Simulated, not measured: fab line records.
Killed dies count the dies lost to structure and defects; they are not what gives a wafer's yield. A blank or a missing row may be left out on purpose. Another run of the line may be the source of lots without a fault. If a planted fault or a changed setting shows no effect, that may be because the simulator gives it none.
Which tool did it? / flow gf180mcu / 24 lots with 72 wafers sampled at 5 steps, on a route of 602 steps

== WHAT THE GAUGES SHOWED, per wafer ==
GF_M3_CD_MEAS_14: the cd target is 280 nm.
lot=L074; measured=day 21 10:54; on=cd_sem-01; cd_nm (nm)=280.3 281.6 281.4
lot=L075; measured=day 21 19:12; on=cd_sem-01; cd_nm (nm)=281.1 280.6 279.7
lot=L076; measured=day 22 08:09; on=cd_sem-01; cd_nm (nm)=281.0 280.1 281.1
lot=L077; measured=day 22 12:09; on=cd_sem-02; cd_nm (nm)=279.3 278.7 279.6
lot=L078; measured=day 22 21:39; on=cd_sem-01; cd_nm (nm)=278.5 279.6 280.6
lot=L079; measured=day 23 07:20; on=cd_sem-02; cd_nm (nm)=281.7 281.0 281.4
lot=L080; measured=day 23 16:50; on=cd_sem-02; cd_nm (nm)=277.9 278.9 278.1
lot=L081; measured=day 24 05:20; on=cd_sem-02; cd_nm (nm)=281.5 279.8 280.2
lot=L082; measured=day 24 10:52; on=cd_sem-02; cd_nm (nm)=279.7 280.1 280.0
lot=L083; measured=day 24 16:07; on=cd_sem-02; cd_nm (nm)=280.5 280.3 280.5
lot=L084; measured=day 25 01:35; on=cd_sem-02; cd_nm (nm)=279.9 280.8 279.5
lot=L085; measured=day 25 12:36; on=cd_sem-01; cd_nm (nm)=278.9 278.0 278.4
lot=L086; measured=day 25 17:46; on=cd_sem-01; cd_nm (nm)=279.2 278.9 280.1
lot=L087; measured=day 26 00:36; on=cd_sem-02; cd_nm (nm)=280.5 281.0 279.9
lot=L088; measured=day 26 07:04; on=cd_sem-02; cd_nm (nm)=279.4 280.6 279.6
lot=L089; measured=day 26 15:04; on=cd_sem-02; cd_nm (nm)=280.4 281.5 280.0
lot=L090; measured=day 26 20:30; on=cd_sem-02; cd_nm (nm)=280.0 280.4 280.2
lot=L091; measured=day 27 10:34; on=cd_sem-01; cd_nm (nm)=281.0 279.6 279.9
lot=L092; measured=day 27 11:52; on=cd_sem-01; cd_nm (nm)=281.2 279.8 281.0
lot=L093; measured=day 27 16:06; on=cd_sem-01; cd_nm (nm)=277.7 278.9 279.5
lot=L094; measured=day 27 21:49; on=cd_sem-02; cd_nm (nm)=280.0 280.9 278.9
lot=L095; measured=day 28 11:34; on=cd_sem-01; cd_nm (nm)=281.1 280.2 280.5
lot=L096; measured=day 28 15:35; on=cd_sem-02; cd_nm (nm)=279.8 281.6 280.5
lot=L097; measured=day 28 19:30; on=cd_sem-01; cd_nm (nm)=281.1 279.9 279.4

GF_V3_CD_MEAS_14: the cd target is 260 nm.
lot=L074; measured=day 22 12:04; on=cd_sem-01; cd_nm (nm)=259.8 258.9 259.8
lot=L075; measured=day 22 19:36; on=cd_sem-01; cd_nm (nm)=262.0 261.5 263.2
lot=L076; measured=day 23 08:12; on=cd_sem-01; cd_nm (nm)=257.9 259.3 256.9
lot=L077; measured=day 23 12:06; on=cd_sem-01; cd_nm (nm)=261.4 260.4 260.9
lot=L078; measured=day 23 21:45; on=cd_sem-02; cd_nm (nm)=258.6 259.0 258.3
lot=L079; measured=day 24 06:59; on=cd_sem-02; cd_nm (nm)=259.7 259.7 259.6
lot=L080; measured=day 24 16:47; on=cd_sem-02; cd_nm (nm)=259.5 259.3 258.8
lot=L081; measured=day 25 04:35; on=cd_sem-02; cd_nm (nm)=261.0 260.4 261.0
lot=L082; measured=day 25 09:58; on=cd_sem-02; cd_nm (nm)=261.3 261.8 264.0
lot=L083; measured=day 25 15:20; on=cd_sem-01; cd_nm (nm)=260.0 258.7 259.9
lot=L084; measured=day 25 23:26; on=cd_sem-01; cd_nm (nm)=258.0 258.7 260.2
lot=L085; measured=day 26 11:11; on=cd_sem-01; cd_nm (nm)=261.5 262.8 261.5
lot=L086; measured=day 26 15:57; on=cd_sem-01; cd_nm (nm)=257.0 258.3 258.4
lot=L087; measured=day 26 22:05; on=cd_sem-01; cd_nm (nm)=260.2 260.7 259.7
lot=L088; measured=day 27 05:01; on=cd_sem-01; cd_nm (nm)=259.9 260.2 259.4
lot=L089; measured=day 27 12:42; on=cd_sem-01; cd_nm (nm)=260.1 258.9 260.2
lot=L090; measured=day 27 18:06; on=cd_sem-02; cd_nm (nm)=259.4 261.2 260.9
lot=L091; measured=day 28 07:40; on=cd_sem-01; cd_nm (nm)=259.7 260.1 259.5
lot=L092; measured=day 28 09:20; on=cd_sem-02; cd_nm (nm)=259.6 260.2 260.9
lot=L093; measured=day 28 12:52; on=cd_sem-02; cd_nm (nm)=260.0 259.4 258.5
lot=L094; measured=day 28 18:43; on=cd_sem-01; cd_nm (nm)=260.6 259.9 261.1
lot=L095; measured=day 29 08:25; on=cd_sem-02; cd_nm (nm)=261.4 260.2 261.0
lot=L096; measured=day 29 12:11; on=cd_sem-02; cd_nm (nm)=258.3 259.4 258.8
lot=L097; measured=day 29 15:54; on=cd_sem-01; cd_nm (nm)=261.8 261.3 261.0

GF_MIM_THK_MEAS_06.
lot=L074; measured=day 24 13:25; on=film_metro-03; MIM_CVD_05_THK (nm)=42.7 41.3 41.6
lot=L075; measured=day 24 20:25; on=film_metro-03; MIM_CVD_05_THK (nm)=42.3 43.6 42.8
lot=L076; measured=day 25 08:28; on=film_metro-01; MIM_CVD_05_THK (nm)=41.4 43.4 43.1
lot=L077; measured=day 25 13:21; on=film_metro-04; MIM_CVD_05_THK (nm)=42.6 41.2 42.8
lot=L078; measured=day 25 22:37; on=film_metro-04; MIM_CVD_05_THK (nm)=41.6 42.2 43.3
lot=L079; measured=day 26 06:19; on=film_metro-03; MIM_CVD_05_THK (nm)=42.6 43.3 42.4
lot=L080; measured=day 26 15:26; on=film_metro-03; MIM_CVD_05_THK (nm)=42.3 42.7 43.1
lot=L081; measured=day 27 02:09; on=film_metro-01; MIM_CVD_05_THK (nm)=41.5 42.8 41.6
lot=L082; measured=day 27 07:41; on=film_metro-01; MIM_CVD_05_THK (nm)=40.6 41.3 42.0
lot=L083; measured=day 27 12:33; on=film_metro-01; MIM_CVD_05_THK (nm)=41.7 41.5 42.4
lot=L084; measured=day 27 22:13; on=film_metro-03; MIM_CVD_05_THK (nm)=42.0 40.7 42.5
lot=L085; measured=day 28 08:42; on=film_metro-04; MIM_CVD_05_THK (nm)=41.6 41.7 42.1
lot=L086; measured=day 28 13:48; on=film_metro-03; MIM_CVD_05_THK (nm)=41.9 41.4 43.0
lot=L087; measured=day 28 18:37; on=film_metro-03; MIM_CVD_05_THK (nm)=42.3 42.2 41.2
lot=L088; measured=day 29 02:23; on=film_metro-03; MIM_CVD_05_THK (nm)=42.3 42.1 42.8
lot=L089; measured=day 29 09:20; on=film_metro-01; MIM_CVD_05_THK (nm)=41.5 42.2 42.4
lot=L090; measured=day 29 14:52; on=film_metro-01; MIM_CVD_05_THK (nm)=40.8 42.1 43.0
lot=L091; measured=day 30 03:40; on=film_metro-03; MIM_CVD_05_THK (nm)=41.2 41.6 42.9
lot=L092; measured=day 30 04:37; on=film_metro-03; MIM_CVD_05_THK (nm)=41.7 42.5 41.2
lot=L093; measured=day 30 08:43; on=film_metro-01; MIM_CVD_05_THK (nm)=43.1 41.5 43.4
lot=L094; measured=day 30 13:13; on=film_metro-01; MIM_CVD_05_THK (nm)=42.8 42.0 43.3
lot=L095; measured=day 31 02:23; on=film_metro-03; MIM_CVD_05_THK (nm)=41.9 42.2 43.6
lot=L096; measured=day 31 05:33; on=film_metro-04; MIM_CVD_05_THK (nm)=41.0 41.6 42.7
lot=L097; measured=day 31 09:24; on=film_metro-04; MIM_CVD_05_THK (nm)=41.9 40.0 42.6

== TOOL THAT RAN EACH LOT (tool first, then ch and the chambers of the sampled wafers, then the start) ==
lot=L074; GF_STI_ETCH_13=rie_diel-04 ch 2,3, day 2 03:52; GF_M3_SPUTTER_00=pvd_sputter-04, day 20 10:13
lot=L075; GF_STI_ETCH_13=rie_diel-04 ch 1,2,3, day 2 07:32; GF_M3_SPUTTER_00=pvd_sputter-02, day 20 19:10
lot=L076; GF_STI_ETCH_13=rie_diel-04 ch 2,3, day 2 11:29; GF_M3_SPUTTER_00=pvd_sputter-04, day 21 08:25
lot=L077; GF_STI_ETCH_13=rie_diel-04 ch 0,1,2, day 2 16:20; GF_M3_SPUTTER_00=pvd_sputter-04, day 21 12:37
lot=L078; GF_STI_ETCH_13=rie_diel-02 ch 0,1, day 3 00:22; GF_M3_SPUTTER_00=pvd_sputter-03, day 21 22:21
lot=L079; GF_STI_ETCH_13=rie_diel-02 ch 0,3, day 3 02:37; GF_M3_SPUTTER_00=pvd_sputter-04, day 22 07:58
lot=L080; GF_STI_ETCH_13=rie_diel-04 ch 0,1,2, day 3 09:10; GF_M3_SPUTTER_00=pvd_sputter-04, day 22 18:13
lot=L081; GF_STI_ETCH_13=rie_diel-03 ch 1,2,3, day 3 13:38; GF_M3_SPUTTER_00=pvd_sputter-02, day 23 06:39
lot=L082; GF_STI_ETCH_13=rie_diel-03 ch 0,1, day 3 18:28; GF_M3_SPUTTER_00=pvd_sputter-04, day 23 12:40
lot=L083; GF_STI_ETCH_13=rie_diel-03 ch 1,2,3, day 3 23:28; GF_M3_SPUTTER_00=pvd_sputter-02, day 23 17:57
lot=L084; GF_STI_ETCH_13=rie_diel-02 ch 0,1,2, day 4 04:29; GF_M3_SPUTTER_00=pvd_sputter-02, day 24 03:13
lot=L085; GF_STI_ETCH_13=rie_diel-03 ch 0,1,3, day 4 11:40; GF_M3_SPUTTER_00=pvd_sputter-02, day 24 15:16
lot=L086; GF_STI_ETCH_13=rie_diel-04 ch 0,3, day 4 14:53; GF_M3_SPUTTER_00=pvd_sputter-02, day 24 20:25
lot=L087; GF_STI_ETCH_13=rie_diel-03 ch 0,2,3, day 4 20:13; GF_M3_SPUTTER_00=pvd_sputter-02, day 25 03:07
lot=L088; GF_STI_ETCH_13=rie_diel-04 ch 0,2,3, day 5 01:40; GF_M3_SPUTTER_00=pvd_sputter-03, day 25 09:37
lot=L089; GF_STI_ETCH_13=rie_diel-04 ch 1,2, day 5 06:26; GF_M3_SPUTTER_00=pvd_sputter-04, day 25 18:27
lot=L090; GF_STI_ETCH_13=rie_diel-04 ch 0,1,3, day 5 11:43; GF_M3_SPUTTER_00=pvd_sputter-04, day 25 23:29
lot=L091; GF_STI_ETCH_13=rie_diel-03 ch 0,2,3, day 5 16:38; GF_M3_SPUTTER_00=pvd_sputter-02, day 26 14:09
lot=L092; GF_STI_ETCH_13=rie_diel-03 ch 0,2,3, day 5 21:22; GF_M3_SPUTTER_00=pvd_sputter-04, day 26 15:57
lot=L093; GF_STI_ETCH_13=rie_diel-04 ch 0,2,3, day 6 03:52; GF_M3_SPUTTER_00=pvd_sputter-03, day 26 19:56
lot=L094; GF_STI_ETCH_13=rie_diel-03 ch 0,1,3, day 6 07:52; GF_M3_SPUTTER_00=pvd_sputter-04, day 27 01:34
lot=L095; GF_STI_ETCH_13=rie_diel-04 ch 1,2,3, day 6 14:25; GF_M3_SPUTTER_00=pvd_sputter-02, day 27 15:54
lot=L096; GF_STI_ETCH_13=rie_diel-04 ch 0,3, day 6 19:53; GF_M3_SPUTTER_00=pvd_sputter-02, day 27 19:14
lot=L097; GF_STI_ETCH_13=rie_diel-02 ch 0,2, day 7 00:20; GF_M3_SPUTTER_00=pvd_sputter-04, day 27 23:49
- GF_STI_ETCH_13: etches the open film in CHF3/O2, stops on Si, target depth 282.31 nm, time 112.9 s.
- GF_M3_SPUTTER_00: material Ti, target thk 37.5 nm, time 150 s.

== AS READ BY THE TOOLS THEMSELVES (means over the sampled wafers that have a number; for cases with no such wafer, the mark the record gives instead) ==
GF_STI_ETCH_13.
lot=L074; tool=rie_diel-04; chf3_flow_sccm (sccm)=50.17; drypump_motor_current_A (A)=5.5; oes_product_au (a.u.)=0.835; rf_fwd_power_W (W)=597.6; throttle_valve_pct (%)=8.822
lot=L075; tool=rie_diel-04; chf3_flow_sccm (sccm)=49.89; drypump_motor_current_A (A)=5.6; oes_product_au (a.u.)=0.831; rf_fwd_power_W (W)=597.7; throttle_valve_pct (%)=8.807
lot=L076; tool=rie_diel-04; chf3_flow_sccm (sccm)=50.00; drypump_motor_current_A (A)=5.5; oes_product_au (a.u.)=0.823; rf_fwd_power_W (W)=598.5; throttle_valve_pct (%)=8.807
lot=L077; tool=rie_diel-04; chf3_flow_sccm (sccm)=49.94; drypump_motor_current_A (A)=5.5; oes_product_au (a.u.)=0.831; rf_fwd_power_W (W)=597.6; throttle_valve_pct (%)=8.814
lot=L078; tool=rie_diel-02; chf3_flow_sccm (sccm)=50.22; drypump_motor_current_A (A)=5.5; oes_product_au (a.u.)=0.838; rf_fwd_power_W (W)=597.8; throttle_valve_pct (%)=8.815
lot=L079; tool=rie_diel-02; chf3_flow_sccm (sccm)=50.15; drypump_motor_current_A (A)=5.9; oes_product_au (a.u.)=0.829; rf_fwd_power_W (W)=593.9; throttle_valve_pct (%)=8.804
lot=L080; tool=rie_diel-04; chf3_flow_sccm (sccm)=49.91; drypump_motor_current_A (A)=5.5; oes_product_au (a.u.)=0.838; rf_fwd_power_W (W)=598.3; throttle_valve_pct (%)=8.806
lot=L081; tool=rie_diel-03; chf3_flow_sccm (sccm)=49.88; drypump_motor_current_A (A)=6.2; oes_product_au (a.u.)=0.831; rf_fwd_power_W (W)=596.7; throttle_valve_pct (%)=8.810
lot=L082; tool=rie_diel-03; chf3_flow_sccm (sccm)=49.95; drypump_motor_current_A (A)=6.5; oes_product_au (a.u.)=0.832; rf_fwd_power_W (W)=595.0; throttle_valve_pct (%)=8.814
lot=L083; tool=rie_diel-03; chf3_flow_sccm (sccm)=49.93; drypump_motor_current_A (A)=6.2; oes_product_au (a.u.)=0.831; rf_fwd_power_W (W)=596.0; throttle_valve_pct (%)=8.807
lot=L084; tool=rie_diel-02; chf3_flow_sccm (sccm)=50.07; drypump_motor_current_A (A)=5.7; oes_product_au (a.u.)=0.835; rf_fwd_power_W (W)=595.9; throttle_valve_pct (%)=8.807
lot=L085; tool=rie_diel-03; chf3_flow_sccm (sccm)=49.95; drypump_motor_current_A (A)=6.3; oes_product_au (a.u.)=0.828; rf_fwd_power_W (W)=596.1; throttle_valve_pct (%)=8.802
lot=L086; tool=rie_diel-04; chf3_flow_sccm (sccm)=49.95; drypump_motor_current_A (A)=5.7; oes_product_au (a.u.)=0.832; rf_fwd_power_W (W)=597.4; throttle_valve_pct (%)=8.820
lot=L087; tool=rie_diel-03; chf3_flow_sccm (sccm)=50.07; drypump_motor_current_A (A)=6.3; oes_product_au (a.u.)=0.837; rf_fwd_power_W (W)=593.8; throttle_valve_pct (%)=8.806
lot=L088; tool=rie_diel-04; chf3_flow_sccm (sccm)=49.87; drypump_motor_current_A (A)=5.6; oes_product_au (a.u.)=0.842; rf_fwd_power_W (W)=598.2; throttle_valve_pct (%)=8.816
lot=L089; tool=rie_diel-04; chf3_flow_sccm (sccm)=49.91; drypump_motor_current_A (A)=5.5; oes_product_au (a.u.)=0.834; rf_fwd_power_W (W)=596.9; throttle_valve_pct (%)=8.808
lot=L090; tool=rie_diel-04; chf3_flow_sccm (sccm)=50.01; drypump_motor_current_A (A)=5.7; oes_product_au (a.u.)=0.828; rf_fwd_power_W (W)=596.3; throttle_valve_pct (%)=8.810
lot=L091; tool=rie_diel-03; chf3_flow_sccm (sccm)=50.18; drypump_motor_current_A (A)=6.4; oes_product_au (a.u.)=0.834; rf_fwd_power_W (W)=595.1; throttle_valve_pct (%)=8.804
lot=L092; tool=rie_diel-03; chf3_flow_sccm (sccm)=49.97; drypump_motor_current_A (A)=6.3; oes_product_au (a.u.)=0.833; rf_fwd_power_W (W)=596.4; throttle_valve_pct (%)=8.809
lot=L093; tool=rie_diel-04; chf3_flow_sccm (sccm)=50.00; drypump_motor_current_A (A)=5.5; oes_product_au (a.u.)=0.836; rf_fwd_power_W (W)=595.8; throttle_valve_pct (%)=8.812
lot=L094; tool=rie_diel-03; chf3_flow_sccm (sccm)=49.96; drypump_motor_current_A (A)=6.3; oes_product_au (a.u.)=0.837; rf_fwd_power_W (W)=597.7; throttle_valve_pct (%)=8.821
lot=L095; tool=rie_diel-04; chf3_flow_sccm (sccm)=50.03; drypump_motor_current_A (A)=5.5; oes_product_au (a.u.)=0.836; rf_fwd_power_W (W)=596.4; throttle_valve_pct (%)=8.805
lot=L096; tool=rie_diel-04; chf3_flow_sccm (sccm)=49.99; drypump_motor_current_A (A)=5.7; oes_product_au (a.u.)=0.835; rf_fwd_power_W (W)=596.0; throttle_valve_pct (%)=8.804
lot=L097; tool=rie_diel-02; chf3_flow_sccm (sccm)=49.97; drypump_motor_current_A (A)=5.7; oes_product_au (a.u.)=0.838; rf_fwd_power_W (W)=596.6; throttle_valve_pct (%)=8.811

GF_M3_SPUTTER_00.
lot=L074; tool=pvd_sputter-04; throttle_valve_pct (%)=28.7
lot=L075; tool=pvd_sputter-02; throttle_valve_pct (%)=29.7
lot=L076; tool=pvd_sputter-04; throttle_valve_pct (%)=29.7
lot=L077; tool=pvd_sputter-04; throttle_valve_pct (%)=29.2
lot=L078; tool=pvd_sputter-03; throttle_valve_pct (%)=30.2
lot=L079; tool=pvd_sputter-04; throttle_valve_pct (%)=28.9
lot=L080; tool=pvd_sputter-04; throttle_valve_pct (%)=29.8
lot=L081; tool=pvd_sputter-02; throttle_valve_pct (%)=29.7
lot=L082; tool=pvd_sputter-04; throttle_valve_pct (%)=29.5
lot=L083; tool=pvd_sputter-02; throttle_valve_pct (%)=29.6
lot=L084; tool=pvd_sputter-02; throttle_valve_pct (%)=29.6
lot=L085; tool=pvd_sputter-02; throttle_valve_pct (%)=29.6
lot=L086; tool=pvd_sputter-02; throttle_valve_pct (%)=29.6
lot=L087; tool=pvd_sputter-02; throttle_valve_pct (%)=29.4
lot=L088; tool=pvd_sputter-03; throttle_valve_pct (%)=29.4
lot=L089; tool=pvd_sputter-04; throttle_valve_pct (%)=29.0
lot=L090; tool=pvd_sputter-04; throttle_valve_pct (%)=30.1
lot=L091; tool=pvd_sputter-02; throttle_valve_pct (%)=29.6
lot=L092; tool=pvd_sputter-04; throttle_valve_pct (%)=29.7
lot=L093; tool=pvd_sputter-03; throttle_valve_pct (%)=30.0
lot=L094; tool=pvd_sputter-04; throttle_valve_pct (%)=29.0
lot=L095; tool=pvd_sputter-02; throttle_valve_pct (%)=29.6
lot=L096; tool=pvd_sputter-02; throttle_valve_pct (%)=29.3
lot=L097; tool=pvd_sputter-04; throttle_valve_pct (%)=30.0

== THE ANSWER, worked out from the rows above alone ==
Rule: what is usual is taken from the lots themselves. Put in order of their means at a reading, lots are off if they are a third of the lots or fewer, leave a main group of 4 or more, and stand apart from it by a gap of 3 or more times the standard deviation of the main group's means; of several such gaps the widest counts. The tables above print the reading to a certain number of digits; a main group whose means all agree to those digits is not used. A lot without any number at a reading at which 4 lots or more have one is off too. All remaining lots with rows at the step are treated as sound. First the gauges in route order, then the tools' own readings, where a lot's mean is used as printed above. The first step at which some lot is off is used, and at that step the reading that is off furthest; a lot without a number counts as furthest.
None of the lots is off at any reading shown; this tells nothing.

== WHAT THE SIMULATOR HAD INSERTED ==
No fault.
